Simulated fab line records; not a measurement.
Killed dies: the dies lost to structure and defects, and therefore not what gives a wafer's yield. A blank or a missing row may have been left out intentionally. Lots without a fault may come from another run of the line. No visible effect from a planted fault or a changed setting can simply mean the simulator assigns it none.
A struck lot beside a sound one ; flow gf180mcu ; 14 out of 602 route steps
Sound: these wafers, L142.3, L142.4, L142.5. Struck: wafers L135.2, L135.3, L135.6. The cause comes at the end.
Order at every step that has rows: each side's tool, ch and its chambers, its first start. Under that, the readings that differ: sound wafers ; struck wafers ; difference of the means ; sigmas: that difference in standard deviations of wafers without a fault.
alike: readings with means less than 2 such deviations apart, plus words and numbers identical on both sides. not compared: withheld readings, readings lacking a value on some wafer, bounds such as >300 that could conceal the same value, and numbers that have no deviation in the record and whose values overlap.
A row with sigmas, a row that says differs or no value, or rows on one side alone: a step with any of these is where the two part. Numbers that have no deviation but don't overlap get no sigmas and don't part them. A reading missing from all wafers of one side parts the sides only when that side holds two or more wafers.

GF_SALICIDE_RTA_08: time 30 s.
  sound on rtpAnneal-02 ch 0, day 20 19:22; struck on rtpAnneal-02 ch 0, day 18 07:44
  alike: lampPowerPct, wafer_temp_C_max
then, 1 step without rows for these wafers: GF_CONTACT_CVD_00 (deposits SiO2, target thk 300 nm, time 50 s).
GF_CONTACT_THK_MEAS_01:
  struck on filmMetro-03, day 18 07:52; sound on filmMetro-01, day 20 19:29
  alike: CONTACT_CVD_00_THK
GF_CONTACT_CVD_02: deposits SiO2 from TEOS, target thk 860 nm, time 95.992 s.
  sound on pecvd-02 ch 0,2, day 20 19:34; struck on pecvd-02 ch 0,1,2, day 18 07:55
  alike: heaterPowerW
GF_CONTACT_THK_MEAS_03:
  struck on filmMetro-04, day 18 08:00; sound on filmMetro-04, day 20 19:40
  alike: CONTACT_CVD_02_THK
GF_CONTACT_CMP_04: polishes SiO2.
  sound on cmp-01 ch 0,2,3, day 20 19:45; struck on cmp-01 ch 0,1,2, day 18 08:09
  alike: edgeZonePressureFrac, motorCurrentA, retainingRingPressureFrac, timeToEndpointS
GF_CONTACT_BOW_MEAS_05:
  struck on filmMetro-03, day 18 08:22; sound on filmMetro-03, day 20 20:02
  alike: CONTACT_BOW
then, 5 steps without rows for these wafers: GF_CONTACT_DEHYDRATE_06 (time 60 s); GF_CONTACT_HMDS_07 (prime time 60 s); GF_CONTACT_COAT_08; GF_CONTACT_COAT_09 (resist thk 1000 nm); GF_CONTACT_SOFTBAKE_10 (time 60 s).
GF_CONTACT_EXPOSE_11: exposes mask Contact, target cd 220 nm.
  struck on krfScanner-02, day 18 20:19; sound on krfScanner-01 ch 0, day 21 08:07
  no value came back on the struck wafers for exposureDoseMJCm2, focusOffsetNm (nm); on the sound wafers exposureDoseMJCm2 reads 37.99 37.95 38.02
  alike: mask
then, 1 step without rows for these wafers: GF_CONTACT_PEB_12 (peb time 90 s).

WHERE THEY PART
Within this record, at GF_CONTACT_EXPOSE_11 only.

WHY: what had been put in by the simulator
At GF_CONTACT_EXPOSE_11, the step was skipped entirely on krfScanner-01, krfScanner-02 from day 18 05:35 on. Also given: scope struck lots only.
